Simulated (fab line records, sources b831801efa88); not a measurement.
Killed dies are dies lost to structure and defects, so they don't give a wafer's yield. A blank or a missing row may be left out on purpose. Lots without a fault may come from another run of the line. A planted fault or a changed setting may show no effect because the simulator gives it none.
A struck lot beside a sound one | flow sfq_line | 20 steps out of a route of 325
Sound: wafers L793.1, L793.2, L793.3. Struck: wafer L791.2. (L791.1, L791.3 of the same lot were not struck and are left out.) The cause comes at the end.
At each step with rows: each side's tool, then ch and its chambers, then its first start. Under that, the readings that differ: sound wafers | struck wafers | difference of the means | sigmas: that difference in standard deviations of wafers without a fault.
alike: readings whose means differ by less than 2 such deviations, and words and numbers that are the same on both sides. not compared: withheld readings, readings that some wafer has no value for, bounds like >300 that may hide the same value, and numbers for which the record gives no deviation and whose values overlap.
The two part at a step that has a row with sigmas, a row that says differs or no value, or rows on one side only. Numbers that don't overlap but have no deviation are shown without sigmas and don't part them. A reading that every wafer of one side lacks parts them only if that side has two wafers or more.

first, 2 steps without rows for these wafers: SFQ_TRILAYER_I2_VIA_LITHO_PEB_070 (peb time 60 s); SFQ_TRILAYER_I2_VIA_LITHO_DEVELOP_069 (time 60 s).
SFQ_I2_OVL_MEAS_918:
  sound on overlay-02, day 45 11:53; struck on overlay-01, day 45 05:53
  alike: I2_OVL
SFQ_TRILAYER_I2_VIA_BARC_OPEN_VIA_ETCH_096: etches BARC in O2, target depth 125 nm, time 41.7 s.
  sound on rie_diel-01 ch 0,1,3, day 45 11:56; struck on rie_diel-01 ch 1, day 45 05:56
  alike: chamber_pressure_mTorr, drypump_motor_current_A, oes_product_au, rf_fwd_power_W
  not compared: rf_hours_counter_h
SFQ_TRILAYER_I2_VIA_ETCH_VIA_ETCH_070: etches SiO2 in CHF3, stops on Nb, target depth 260 nm.
  sound on rie_diel-01 ch 0,1,3, day 45 11:58; struck on rie_diel-01 ch 1, day 45 05:58
  alike: chamber_pressure_mTorr, drypump_motor_current_A, oes_product_au, rf_fwd_power_W
then, 3 steps without rows for these wafers: SFQ_TRILAYER_I2_VIA_STRIP_STRIP_071 (strips in O2); SFQ_TRILAYER_I2_VIA_STRIP_SOLV_CLEAN_072 (cleans in NMP, time 600 s); SFQ_TRILAYER_M3_DEP_PRE_CLEAN_074 (time 22.5 s).
SFQ_TRILAYER_M3_DEP_SPUTTER_073: material Nb, target thk 200 nm, time 133.3 s.
  sound on pvd_sputter-05, day 45 13:40; struck on pvd_sputter-03, day 45 06:53
  alike: throttle_valve_pct
SFQ_M3_RS_MEAS_919: measures by four-point-probe.
  sound on film_metro-03, day 45 13:45; struck on film_metro-04, day 45 06:58
  alike: M3_NB_RS
then, 1 step without rows for these wafers: SFQ_TRILAYER_M3_LITHO_COAT_080 (resist thk 62 nm).
SFQ_TRILAYER_M3_LITHO_COAT_075: resist thk 600 nm.
  sound on litho_track-02 ch 0, day 45 14:14; struck on litho_track-01 ch 0, day 45 07:27
  reading                                             | sound           | struck | difference | sigmas
  dispense_pressure_kPa (kPa)                         | 47.2 47.2 47.1  | 46.2   | -1.0       | -2
  model.KrF_of_TRILAYER_M3_LITHO_COAT_075.thk_nm (nm) | 601 601.5 602.6 | 548.5  | -53.2      |
then, 4 steps without rows for these wafers: SFQ_TRILAYER_M3_LITHO_SOFTBAKE_079; SFQ_TRILAYER_M3_LITHO_EXPOSE_076 (exposes mask M3, target cd 500 nm); SFQ_TRILAYER_M3_LITHO_PEB_078 (peb time 60 s); SFQ_TRILAYER_M3_LITHO_DEVELOP_077 (time 60 s).
-- the record jumps here: 5 days lie between the struck wafers' starts before and after --
SFQ_M3_OVL_MEAS_921:
  sound on overlay-02, day 50 17:12; struck on overlay-01, day 50 12:48
  alike: M3_OVL
SFQ_TRILAYER_M3_BARC_OPEN_METAL_ETCH_100: etches BARC in O2, target depth 125 nm, time 41.7 s.
  sound on rie_metal-04 ch 0,1, day 50 17:14; struck on rie_metal-03 ch 1, day 50 12:50
  alike: chamber_pressure_mTorr, drypump_motor_current_A, oes_product_au, rf_fwd_power_W
  not compared: rf_hours_counter_h
SFQ_TRILAYER_M3_ETCH_METAL_ETCH_078: etches Nb in Cl2/Ar, stops on SiO2, target depth 240 nm, time 120 s.
  sound on rie_metal-04 ch 0,1, day 50 17:19; struck on rie_metal-03 ch 1, day 50 12:54
  reading                                             | sound             | struck | difference | sigmas
  model.KrF_of_TRILAYER_M3_LITHO_COAT_075.thk_nm (nm) | 381.4 382.9 385.1 | 332.1  | -51.0      |
  alike: chamber_pressure_mTorr, drypump_motor_current_A, oes_product_au, rf_fwd_power_W
  not compared: rf_hours_counter_h
SFQ_TRILAYER_M3_STRIP_STRIP_079: strips in O2.
  sound on rie_metal-04 ch 0,1, day 50 17:29; struck on rie_metal-03 ch 1, day 50 13:01
  alike: chamber_pressure_mTorr, drypump_motor_current_A, oes_product_au
  not compared: rf_hours_counter_h

WHERE THEY PART
Only at SFQ_TRILAYER_M3_LITHO_COAT_075, within this record. Later steps at which nothing parts them and some readings are alike: SFQ_M3_OVL_MEAS_921, SFQ_TRILAYER_M3_BARC_OPEN_METAL_ETCH_100, SFQ_TRILAYER_M3_ETCH_METAL_ETCH_078, SFQ_TRILAYER_M3_STRIP_STRIP_079.

WHY: what the simulator had put in
Process parameter drift: litho_track-01, from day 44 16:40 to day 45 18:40, at SFQ_TRILAYER_M3_LITHO_COAT_075. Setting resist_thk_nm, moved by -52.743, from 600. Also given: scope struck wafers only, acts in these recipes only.
